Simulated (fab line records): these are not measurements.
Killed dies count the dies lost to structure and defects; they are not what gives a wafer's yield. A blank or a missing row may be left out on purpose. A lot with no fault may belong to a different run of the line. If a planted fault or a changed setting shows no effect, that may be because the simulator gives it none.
Which of the tools did it? | flow sky130 | 72 wafers from 24 lots sampled at 6 of the route's 708 steps

## WHAT EACH GAUGE READ, for each wafer
SKY_SONOS_ONO_CD_MEAS_13: the cd target is 410 nm.
lot  | measured     | on        | cd_nm (nm)
L074 | day 12 21:28 | cd_sem-02 | 415.0 415.3 414.5
L075 | day 13 03:26 | cd_sem-02 | 407.4 410.9 411.2
L076 | day 13 10:22 | cd_sem-02 | 411.7 409.6 411.5
L077 | day 13 14:34 | cd_sem-01 | 408.1 406.6 409.6
L078 | day 14 02:32 | cd_sem-01 | 405.2 406.3 406.8
L079 | day 14 06:13 | cd_sem-01 | 410.8 412.0 412.7
L080 | day 14 13:20 | cd_sem-02 | 409.2 408.4 407.5
L081 | day 14 21:34 | cd_sem-02 | 408.2 411.7 410.6
L082 | day 15 13:01 | cd_sem-01 | 407.9 408.5 408.6
L083 | day 15 16:50 | cd_sem-02 | 408.4 410.8 412.6
L084 | day 16 03:07 | cd_sem-02 | 412.2 413.2 411.3
L085 | day 16 06:50 | cd_sem-01 | 405.9 409.9 408.1
L086 | day 16 20:55 | cd_sem-02 | 413.1 412.1 413.9
L087 | day 17 02:01 | cd_sem-01 | 405.1 407.5 407.4
L088 | day 17 10:43 | cd_sem-02 | 409.5 411.1 408.8
L089 | day 17 19:17 | cd_sem-02 | 415.2 412.2 413.4
L090 | day 18 04:39 | cd_sem-02 | 406.5 410.0 407.6
L091 | day 18 15:02 | cd_sem-02 | 410.2 408.8 411.3
L092 | day 19 00:43 | cd_sem-02 | 408.0 408.3 407.8
L093 | day 19 05:41 | cd_sem-02 | 408.2 408.6 407.1
L094 | day 19 16:28 | cd_sem-01 | 411.2 409.4 410.0
L095 | day 19 23:16 | cd_sem-02 | 408.6 409.5 409.7
L096 | day 20 07:16 | cd_sem-01 | 410.1 408.3 409.5
L097 | day 20 09:56 | cd_sem-02 | 407.9 408.3 408.4

SKY_LDD_N_OVL_MEAS_07.
lot  | measured     | on         | LDD_N_OVL (nm)
L074 | day 17 21:25 | overlay-02 | -1.0 -2.8 -1.4
L075 | day 18 08:02 | overlay-02 | 0.2 0.0 0.6
L076 | day 18 12:37 | overlay-02 | -1.4 -1.0 -1.9
L077 | day 18 23:25 | overlay-01 | 0.5 -0.2 2.4
L078 | day 19 10:43 | overlay-02 | -0.4 1.3 1.1
L079 | day 19 13:47 | overlay-02 | -0.5 0.3 0.7
L080 | day 19 23:29 | overlay-02 | -0.5 0.9 -0.5
L081 | day 20 08:19 | overlay-02 | -0.9 -1.3 -2.3
L082 | day 21 00:32 | overlay-02 | -0.2 -0.6 -0.9
L083 | day 21 03:25 | overlay-02 | -1.8 -0.3 -2.1
L084 | day 21 13:28 | overlay-02 | -1.9 -0.2 0.2
L085 | day 21 22:20 | overlay-02 | -1.7 -0.6 0.3
L086 | day 22 08:07 | overlay-01 | 1.3 -1.5 -3.0
L087 | day 22 15:34 | overlay-02 | -3.5 -1.9 -0.8
L088 | day 22 23:35 | overlay-02 | -1.8 -0.5 -3.1
L089 | day 23 09:56 | overlay-02 | -1.0 -0.1 -0.8
L090 | day 23 16:29 | overlay-01 | 0.1 0.1 2.2
L091 | day 24 05:29 | overlay-02 | -2.4 0.7 0.0
L092 | day 24 14:10 | overlay-02 | 3.0 1.1 -0.3
L093 | day 24 18:07 | overlay-02 | 0.1 -0.6 -0.4
L094 | day 25 03:16 | overlay-01 | 2.2 -0.3 0.2
L095 | day 25 09:07 | overlay-02 | 0.1 -1.8 -0.8
L096 | day 25 16:17 | overlay-02 | -3.1 -1.8 0.7
L097 | day 25 18:20 | overlay-02 | 0.0 -0.9 1.1

SKY_CAP2M_THK_MEAS_04: measures by xrf.
lot  | measured     | on            | CAP2M_TIN_THK (nm)
L074 | day 39 22:37 | film_metro-03 | 201.3 197.6 199.0
L075 | day 40 09:02 | film_metro-03 | 196.6 194.7 195.4
L076 | day 40 11:58 | film_metro-01 | 196.7 197.6 195.9
L077 | day 40 22:16 | film_metro-04 | 196.9 196.0 197.1
L078 | day 41 05:11 | film_metro-03 | 198.5 197.9 201.1
L079 | day 41 07:59 | film_metro-01 | 198.4 197.8 198.8
L080 | day 41 17:04 | film_metro-03 | 202.9 200.1 200.3
L081 | day 41 22:51 | film_metro-04 | 195.3 195.3 195.9
L082 | day 42 11:31 | film_metro-03 | 195.2 196.4 195.2
L083 | day 42 16:31 | film_metro-04 | 194.7 197.0 194.9
L084 | day 42 20:35 | film_metro-04 | 196.1 196.1 196.4
L085 | day 43 02:26 | film_metro-03 | 197.3 197.4 201.0
L086 | day 43 09:17 | film_metro-01 | 197.1 195.1 192.7
L087 | day 43 16:55 | film_metro-01 | 195.3 195.9 195.6
L088 | day 43 23:10 | film_metro-04 | 195.7 193.2 195.0
L089 | day 44 07:47 | film_metro-04 | 194.4 193.1 194.8
L090 | day 44 11:16 | film_metro-03 | 199.3 199.7 200.9
L091 | day 44 20:05 | film_metro-01 | 194.7 196.5 196.0
L092 | day 45 00:01 | film_metro-04 | 196.5 196.4 197.9
L093 | day 45 05:16 | film_metro-03 | 197.3 197.4 197.9
L094 | day 45 12:20 | film_metro-04 | 198.4 196.5 197.0
L095 | day 45 17:13 | film_metro-03 | 196.9 196.4 196.5
L096 | day 45 21:58 | film_metro-04 | 195.8 197.6 195.0
L097 | day 46 10:11 | film_metro-01 | 196.6 198.2 198.2

## WHICH TOOL RAN EACH LOT (tool, then ch and the chambers of the sampled wafers, then the start)
lot  | SKY_DNWELL_STRIP_08                 | SKY_METAL3_SPUTTER_04        | SKY_VIA3_ETCH_14
L074 | plasma_asher-01 ch 0,1, day 3 05:23 | pvd_sputter-04, day 36 13:36 | rie_diel-01 ch 2,3, day 39 20:47
L075 | plasma_asher-03 ch 0,1, day 3 11:00 | pvd_sputter-01, day 36 23:43 | rie_diel-04 ch 0,1,2, day 40 07:11
L076 | plasma_asher-02 ch 0,1, day 3 15:32 | pvd_sputter-04, day 37 03:27 | rie_diel-03 ch 2,3, day 40 10:08
L077 | plasma_asher-01 ch 0,1, day 3 19:49 | pvd_sputter-01, day 37 14:46 | rie_diel-04 ch 1,2,3, day 40 20:26
L078 | plasma_asher-03 ch 0,1, day 4 03:49 | pvd_sputter-04, day 37 21:21 | rie_diel-04 ch 2,3, day 41 03:20
L079 | plasma_asher-01 ch 0,1, day 4 06:44 | pvd_sputter-04, day 38 00:33 | rie_diel-04 ch 1,2,3, day 41 06:05
L080 | plasma_asher-03 ch 0,1, day 4 11:05 | pvd_sputter-04, day 38 09:37 | rie_diel-01 ch 0,1,3, day 41 15:14
L081 | plasma_asher-02 ch 0,1, day 4 15:46 | pvd_sputter-01, day 38 17:06 | rie_diel-04 ch 0,1,2, day 41 21:02
L082 | plasma_asher-03 ch 0,1, day 5 00:33 | pvd_sputter-04, day 39 05:08 | rie_diel-01 ch 0,1, day 42 09:40
L083 | plasma_asher-01 ch 0,1, day 5 05:41 | pvd_sputter-04, day 39 11:31 | rie_diel-03 ch 0,1,2, day 42 14:37
L084 | plasma_asher-01 ch 0,1, day 5 08:08 | pvd_sputter-03, day 39 16:10 | rie_diel-03 ch 0,1,3, day 42 18:44
L085 | plasma_asher-03 ch 0,1, day 5 14:28 | pvd_sputter-03, day 39 22:29 | rie_diel-01 ch 0,2,3, day 43 00:32
L086 | plasma_asher-02 ch 0,1, day 5 20:47 | pvd_sputter-01, day 40 05:13 | rie_diel-01 ch 2,3, day 43 07:25
L087 | plasma_asher-01 ch 1, day 6 01:43   | pvd_sputter-01, day 40 12:59 | rie_diel-01 ch 0,2, day 43 15:05
L088 | plasma_asher-01 ch 0,1, day 6 06:42 | pvd_sputter-03, day 40 19:40 | rie_diel-03 ch 0,1,2, day 43 20:55
L089 | plasma_asher-01 ch 0,1, day 6 11:52 | pvd_sputter-01, day 41 03:52 | rie_diel-01 ch 0,1,2, day 44 05:49
L090 | plasma_asher-02 ch 0,1, day 6 18:50 | pvd_sputter-04, day 41 08:56 | rie_diel-03 ch 2,3, day 44 09:26
L091 | plasma_asher-03 ch 0,1, day 7 00:06 | pvd_sputter-04, day 41 18:46 | rie_diel-04 ch 1,2,3, day 44 18:09
L092 | plasma_asher-01 ch 0,1, day 7 06:56 | pvd_sputter-04, day 41 22:43 | rie_diel-04 ch 0,3, day 44 22:10
L093 | plasma_asher-02 ch 0,1, day 7 09:05 | pvd_sputter-03, day 42 04:30 | rie_diel-04 ch 0,1, day 45 03:23
L094 | plasma_asher-01 ch 0,1, day 7 16:35 | pvd_sputter-03, day 42 12:31 | rie_diel-04 ch 0,1,3, day 45 10:28
L095 | plasma_asher-03 ch 0,1, day 7 20:35 | pvd_sputter-01, day 42 18:21 | rie_diel-04 ch 0,2,3, day 45 15:23
L096 | plasma_asher-01 ch 0,1, day 8 02:06 | pvd_sputter-04, day 42 22:56 | rie_diel-03 ch 0,1,3, day 45 20:05
L097 | plasma_asher-03 ch 0,1, day 8 06:02 | pvd_sputter-03, day 43 13:18 | rie_diel-03 ch 0,1,2, day 46 08:20
- SKY_DNWELL_STRIP_08: strips in O2/N2.
- SKY_METAL3_SPUTTER_04: material TiN, target thk 70 nm, time 58.3 s.
- SKY_VIA3_ETCH_14: etches BARC in N2/H2, stops on SiO2, time 45.9 s, target depth 60 nm.

## WHAT THE TOOLS THEMSELVES READ (means of the sampled wafers that have a number; where no wafer has one, the mark that the record gives instead)
SKY_DNWELL_STRIP_08.
lot  | tool            | drypump_motor_current_A (A) | oes_product_au (a.u.) | strip_time_to_endpoint_s (s)
L074 | plasma_asher-01 | 5.4                         | 0.718                 | 36.96
L075 | plasma_asher-03 | 5.9                         | 0.719                 | 36.86
L076 | plasma_asher-02 | 6.1                         | 0.723                 | 36.87
L077 | plasma_asher-01 | 5.4                         | 0.722                 | 36.92
L078 | plasma_asher-03 | 5.4                         | 0.722                 | 36.97
L079 | plasma_asher-01 | 5.4                         | 0.726                 | 37.00
L080 | plasma_asher-03 | 6.0                         | 0.724                 | 37.08
L081 | plasma_asher-02 | 6.1                         | 0.723                 | 36.80
L082 | plasma_asher-03 | 6.0                         | 0.718                 | 36.80
L083 | plasma_asher-01 | 5.4                         | 0.721                 | 36.88
L084 | plasma_asher-01 | 5.4                         | 0.724                 | 37.03
L085 | plasma_asher-03 | 5.4                         | 0.722                 | 37.06
L086 | plasma_asher-02 | 5.8                         | 0.720                 | 36.91
L087 | plasma_asher-01 | 5.6                         | 0.729                 | 37.07
L088 | plasma_asher-01 | 5.1                         | 0.725                 | 36.88
L089 | plasma_asher-01 | 5.4                         | 0.724                 | 36.96
L090 | plasma_asher-02 | 6.1                         | 0.726                 | 36.94
L091 | plasma_asher-03 | 5.4                         | 0.723                 | 36.92
L092 | plasma_asher-01 | 5.1                         | 0.726                 | 37.02
L093 | plasma_asher-02 | 5.8                         | 0.722                 | 36.86
L094 | plasma_asher-01 | 5.1                         | 0.720                 | 37.01
L095 | plasma_asher-03 | 6.0                         | 0.720                 | 37.02
L096 | plasma_asher-01 | 5.4                         | 0.724                 | 37.08
L097 | plasma_asher-03 | 6.0                         | 0.727                 | 36.86

SKY_METAL3_SPUTTER_04.
lot  | tool           | throttle_valve_pct (%)
L074 | pvd_sputter-04 | 30.4
L075 | pvd_sputter-01 | 29.5
L076 | pvd_sputter-04 | 29.8
L077 | pvd_sputter-01 | 30.2
L078 | pvd_sputter-04 | 30.5
L079 | pvd_sputter-04 | 29.8
L080 | pvd_sputter-04 | 29.6
L081 | pvd_sputter-01 | 30.3
L082 | pvd_sputter-04 | 29.6
L083 | pvd_sputter-04 | 30.1
L084 | pvd_sputter-03 | 29.8
L085 | pvd_sputter-03 | 29.9
L086 | pvd_sputter-01 | 29.6
L087 | pvd_sputter-01 | 29.7
L088 | pvd_sputter-03 | 30.4
L089 | pvd_sputter-01 | 29.8
L090 | pvd_sputter-04 | 31.0
L091 | pvd_sputter-04 | 29.5
L092 | pvd_sputter-04 | 30.4
L093 | pvd_sputter-03 | 30.3
L094 | pvd_sputter-03 | 29.7
L095 | pvd_sputter-01 | 30.2
L096 | pvd_sputter-04 | 30.1
L097 | pvd_sputter-03 | 30.4

SKY_VIA3_ETCH_14.
lot  | tool        | drypump_motor_current_A (A) | h2_flow_sccm (sccm) | oes_product_au (a.u.) | throttle_valve_pct (%)
L074 | rie_diel-01 | 5.6                         | 200.0               | 0.856                 | 13.227
L075 | rie_diel-04 | 5.3                         | 200.2               | 0.852                 | 13.218
L076 | rie_diel-03 | 5.5                         | 200.0               | 0.855                 | 13.219
L077 | rie_diel-04 | 5.4                         | 200.2               | 0.853                 | 13.223
L078 | rie_diel-04 | 5.5                         | 200.1               | 0.855                 | 13.218
L079 | rie_diel-04 | 5.4                         | 200.2               | 0.851                 | 13.227
L080 | rie_diel-01 | 5.6                         | 200.4               | 0.860                 | 13.224
L081 | rie_diel-04 | 5.3                         | 200.0               | 0.853                 | 13.218
L082 | rie_diel-01 | 5.6                         | 199.4               | 0.853                 | 13.225
L083 | rie_diel-03 | 5.7                         | 200.1               | 0.854                 | 13.241
L084 | rie_diel-03 | 5.6                         | 200.1               | 0.851                 | 13.227
L085 | rie_diel-01 | 5.6                         | 199.9               | 0.854                 | 13.221
L086 | rie_diel-01 | 5.5                         | 200.2               | 0.859                 | 13.227
L087 | rie_diel-01 | 5.6                         | 199.9               | 0.858                 | 13.213
L088 | rie_diel-03 | 5.7                         | 200.2               | 0.853                 | 13.226
L089 | rie_diel-01 | 5.6                         | 200.2               | 0.857                 | 13.217
L090 | rie_diel-03 | 5.5                         | 200.3               | 0.854                 | 13.227
L091 | rie_diel-04 | 5.4                         | 200.3               | 0.854                 | 13.214
L092 | rie_diel-04 | 5.2                         | 199.5               | 0.857                 | 13.223
L093 | rie_diel-04 | 5.1                         | 199.1               | 0.853                 | 13.220
L094 | rie_diel-04 | 5.2                         | 200.2               | 0.858                 | 13.222
L095 | rie_diel-04 | 5.3                         | 199.7               | 0.855                 | 13.218
L096 | rie_diel-03 | 5.6                         | 200.0               | 0.853                 | 13.231
L097 | rie_diel-03 | 5.7                         | 200.1               | 0.852                 | 13.216

## THE ANSWER, worked out from the rows above alone
Rule: the usual values come from the lots themselves. Put in order of their means at a reading, lots are off if they are a third of the lots or fewer, leave a main group of 4 or more, and stand apart from it by a gap of 3 or more times the standard deviation of the main group's means; of several such gaps the widest counts. A main group is skipped when, at the precision printed for the reading in the tables above, its means are all equal. A lot without any number at a reading at which 4 lots or more have one is off too. The other lots that the step has rows for count as sound. After the gauges, taken in route order, come the tools' own readings; for these a lot's mean is taken, as printed above. At the first step where some lot is off, the reading lying furthest off is the one used; lots without a number count as furthest.
No lot is off at any reading shown: from this, nothing can be told.

## WHAT THE SIMULATOR PUT IN
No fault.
